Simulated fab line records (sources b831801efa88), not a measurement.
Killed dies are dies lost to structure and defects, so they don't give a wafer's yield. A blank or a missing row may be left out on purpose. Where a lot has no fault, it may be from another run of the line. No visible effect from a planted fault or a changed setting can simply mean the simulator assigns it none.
Which tool did it? -- flow sky130 -- Sampling: 11 lots, 33 wafers, 7 of 708 route steps

== WHAT THE GAUGES READ, wafer by wafer ==
SKY_VT_ADJUST_LVTN_OVL_MEAS_07. Usual: VT_ADJUST_LVTN_OVL typically reads -0.1 nm, with standard deviation 1.5.
lot,measured,on,VT_ADJUST_LVTN_OVL (nm),flag
L332,day 6 18:31,overlay-02,-1.1 -0.7 0.4,
L337,day 7 19:40,overlay-01,0.3 0.7 -0.5,
L339,day 8 04:11,overlay-02,-0.1 -0.6 0.2,
L341,day 8 07:44,overlay-01,- - -,OFF
L342,day 8 11:20,overlay-01,- - -,OFF
L343,day 8 14:50,overlay-01,- - -,OFF
L345,day 8 19:46,overlay-01,-1.1 0.0 0.3,
L346,day 8 22:31,overlay-02,-0.9 1.9 0.9,
L348,day 9 12:38,overlay-02,-1.9 0.9 -1.8,
L352,day 16 12:34,overlay-02,-0.5 3.5 -0.2,
L353,day 16 14:04,overlay-01,-0.2 0.7 0.2,

SKY_VT_ADJUST_LVTN_TW_MEAS_21. Usual: VT_ADJUST_LVTN_2_TW typically reads 187.8, with standard deviation 2.
lot,measured,on,VT_ADJUST_LVTN_2_TW,flag
L332,day 7 08:46,film-metro-03,189.4 189.7 189.1,
L337,day 8 07:41,film-metro-04,189.4 190.2 189.3,
L339,day 8 14:47,film-metro-03,188.9 190.2 190.2,
L341,day 8 17:57,film-metro-02,264.5 264.4 264.6,OFF
L342,day 8 20:50,film-metro-02,265.3 265.7 265.3,OFF
L343,day 9 00:50,film-metro-02,264.4 264.7 263.4,OFF
L345,day 9 15:39,film-metro-02,186.6 186.0 186.6,
L346,day 9 21:35,film-metro-03,190.5 190.2 190.3,
L348,day 10 06:47,film-metro-02,185.7 186.4 185.5,
L352,day 17 17:18,film-metro-02,186.0 185.5 187.1,
L353,day 17 18:38,film-metro-03,189.8 190.8 190.2,

SKY_VT_ADJUST_NCORE_TW_MEAS_11. Usual: VT_ADJUST_NCORE_TW typically reads 218.6, with standard deviation 2.2.
lot,measured,on,VT_ADJUST_NCORE_TW,flag
L332,day 7 21:38,film-metro-03,221.8 223.2 222.0,
L337,day 8 17:38,film-metro-01,215.9 216.1 217.2,
L339,day 9 00:39,film-metro-01,217.0 217.9 216.9,
L341,day 9 10:16,film-metro-04,279.9 280.3 279.0,OFF
L342,day 9 19:02,film-metro-03,285.2 284.3 285.9,OFF
L343,day 9 23:36,film-metro-01,279.5 280.5 281.3,OFF
L345,day 10 08:38,film-metro-04,216.8 217.2 217.7,
L346,day 10 13:07,film-metro-03,220.7 220.8 219.3,
L348,day 10 21:26,film-metro-01,215.9 217.0 215.9,
L352,day 18 22:15,film-metro-04,216.2 216.6 217.1,
L353,day 18 23:45,film-metro-01,216.5 215.8 215.8,

SKY_VT_ADJUST_HVTR_OVL_MEAS_08. Usual: VT_ADJUST_HVTR_OVL typically reads -0.5 nm, with standard deviation 1.4.
lot,measured,on,VT_ADJUST_HVTR_OVL (nm),flag
L332,day 8 08:55,overlay-02,0.2 1.3 0.0,
L337,day 9 08:49,overlay-01,0.2 1.2 1.8,
L339,day 9 23:01,overlay-01,-1.0 -0.1 -1.1,
L341,day 10 02:58,overlay-02,0.4 -1.6 -0.1,
L342,day 10 10:56,overlay-01,-2.0 -2.0 -1.3,
L343,day 10 14:19,overlay-02,-0.2 -3.4 -1.9,
L345,day 10 23:07,overlay-01,-0.2 1.3 1.9,
L346,day 11 06:34,overlay-02,-1.4 -0.4 -0.5,
L348,day 11 18:17,overlay-01,-1.4 -1.0 -1.6,
L352,day 20 04:22,overlay-02,-1.6 -1.3 -2.5,
L353,day 20 05:37,overlay-02,0.9 0.2 1.0,

== TOOL THAT RAN EACH LOT (tool first, then ch and the chambers of the sampled wafers, then the start) ==
lot,SKY_FIELD_ISO_STRIP_16,SKY_DNWELL_STRIP_08,SKY_VT_ADJUST_LVTN_COAT_02
L332,"plasma-asher-02 ch 0,1, day 2 09:16","plasma-asher-04 ch 0,1, day 3 08:44","litho-track-01 ch 0, day 6 11:16"
L337,"plasma-asher-03 ch 0,1, day 3 12:34","plasma-asher-03 ch 0,1, day 4 12:58","litho-track-01 ch 0, day 7 12:55"
L339,"plasma-asher-02 ch 0,1, day 3 21:11","plasma-asher-04 ch 0,1, day 5 00:53","litho-track-03 ch 0, day 7 22:01"
L341,"plasma-asher-03 ch 0,1, day 4 09:23","plasma-asher-03 ch 0,1, day 5 09:19","litho-track-01, day 8 02:28"
L342,"plasma-asher-03 ch 0,1, day 4 15:53","plasma-asher-04 ch 0,1, day 5 15:28","litho-track-01, day 8 06:04"
L343,"plasma-asher-02 ch 0, day 4 20:16","plasma-asher-04 ch 0,1, day 5 18:40","litho-track-01, day 8 09:14"
L345,"plasma-asher-04 ch 0,1, day 5 06:25","plasma-asher-03 ch 0,1, day 6 05:22","litho-track-01 ch 0, day 8 15:10"
L346,"plasma-asher-04 ch 0,1, day 5 10:49","plasma-asher-03 ch 0,1, day 6 10:13","litho-track-01 ch 0, day 8 17:58"
L348,"plasma-asher-03 ch 0,1, day 5 19:23","plasma-asher-03 ch 0,1, day 6 17:38","litho-track-03 ch 0, day 8 22:59"
L352,"plasma-asher-03 ch 0,1, day 9 15:03","plasma-asher-03 ch 0,1, day 11 07:37","litho-track-03 ch 0, day 15 22:10"
L353,"plasma-asher-04 ch 0, day 9 15:17","plasma-asher-03 ch 0,1, day 11 08:02","litho-track-03 ch 0, day 15 23:28"
- SKY_FIELD_ISO_STRIP_16: strips in O2/N2.
- SKY_DNWELL_STRIP_08: strips in O2/N2.
- SKY_VT_ADJUST_LVTN_COAT_02: resist thk 3000 nm.

== AS READ BY THE TOOLS THEMSELVES (means over the sampled wafers that have a number; for cases with no such wafer, the mark the record gives instead) ==
SKY_FIELD_ISO_STRIP_16. Usual: drypump-motor-current-A 5.92 A, standard deviation 0.17; oes-product-au 0.378 a.u., standard deviation 0.0049; strip-time-to-endpoint-s 3.55 s, standard deviation 0.04.
lot,tool,drypump-motor-current-A (A),oes-product-au (a.u.),strip-time-to-endpoint-s (s),flag
L332,plasma-asher-02,5.97,0.374,3.54,
L337,plasma-asher-03,5.96,0.376,3.57,
L339,plasma-asher-02,5.96,0.375,3.58,
L341,plasma-asher-03,6.04,0.384,3.58,
L342,plasma-asher-03,6.04,0.374,3.52,
L343,plasma-asher-02,5.98,0.383,3.59,
L345,plasma-asher-04,5.68,0.376,3.55,
L346,plasma-asher-04,5.66,0.376,3.56,
L348,plasma-asher-03,5.93,0.380,3.55,
L352,plasma-asher-03,5.94,0.375,3.51,
L353,plasma-asher-04,5.56,0.384,3.55,

SKY_DNWELL_STRIP_08. Usual: drypump-motor-current-A 5.85 A, standard deviation 0.27; oes-product-au 0.722 a.u., standard deviation 0.0044; strip-time-to-endpoint-s 36.90 s, standard deviation 0.12.
lot,tool,drypump-motor-current-A (A),oes-product-au (a.u.),strip-time-to-endpoint-s (s),flag
L332,plasma-asher-04,5.67,0.722,36.96,
L337,plasma-asher-03,6.05,0.723,36.92,
L339,plasma-asher-04,5.65,0.717,36.98,
L341,plasma-asher-03,6.05,0.721,36.77,
L342,plasma-asher-04,5.78,0.720,36.83,
L343,plasma-asher-04,5.67,0.725,36.79,
L345,plasma-asher-03,5.94,0.722,37.00,
L346,plasma-asher-03,5.95,0.728,36.70,
L348,plasma-asher-03,6.06,0.724,36.99,
L352,plasma-asher-03,6.05,0.723,37.02,
L353,plasma-asher-03,6.04,0.722,37.14,

SKY_VT_ADJUST_LVTN_COAT_02. Usual: chill-plate-temp-C 22.99 C, standard deviation 0.11; dispense-pressure-kPa 48 kPa, standard deviation 3.3; exhaust-pa 45.0 Pa, standard deviation 0.81.
lot,tool,chill-plate-temp-C (C),dispense-pressure-kPa (kPa),exhaust-pa (Pa),flag
L332,litho-track-01,22.94,50,45.4,
L337,litho-track-01,23.13,50,44.5,
L339,litho-track-03,23.14,51,45.1,
L341,litho-track-01,-,-,-,OFF
L342,litho-track-01,-,-,-,OFF
L343,litho-track-01,-,-,-,OFF
L345,litho-track-01,22.92,50,45.2,
L346,litho-track-01,22.90,50,44.3,
L348,litho-track-03,23.00,51,45.1,
L352,litho-track-03,22.97,51,45.0,
L353,litho-track-03,23.06,51,45.1,

== THE ANSWER, worked out from the rows above alone ==
Rule: a lot counts as off when the mean over its wafers that have a number is more than 3 standard deviations away from the usual mean. A lot without any number at a reading at which 4 lots or more have one is off too. All remaining lots with rows at the step are treated as sound. First the gauges in route order, then the tools' own readings, where a lot's mean is used as printed above. At the first step where some lot is off, the reading lying furthest off is the one used; lots without a number count as furthest.
Off: L341, L342, L343, at SKY_VT_ADJUST_LVTN_OVL_MEAS_07 (VT_ADJUST_LVTN_OVL). Without a number there: L341, L342, L343.
A tool fits if, at a process step before that reading, it ran every lot that is off, and no sound lot after the first of them. Not tried: the gauges at SKY_VT_ADJUST_LVTN_OVL_MEAS_07; whatever is off there is also off at SKY_VT_ADJUST_LVTN_TW_MEAS_21, on other tools, and gauge error can't account for it. None of those tried fits.

== WHAT THE SIMULATOR HAD INSERTED ==
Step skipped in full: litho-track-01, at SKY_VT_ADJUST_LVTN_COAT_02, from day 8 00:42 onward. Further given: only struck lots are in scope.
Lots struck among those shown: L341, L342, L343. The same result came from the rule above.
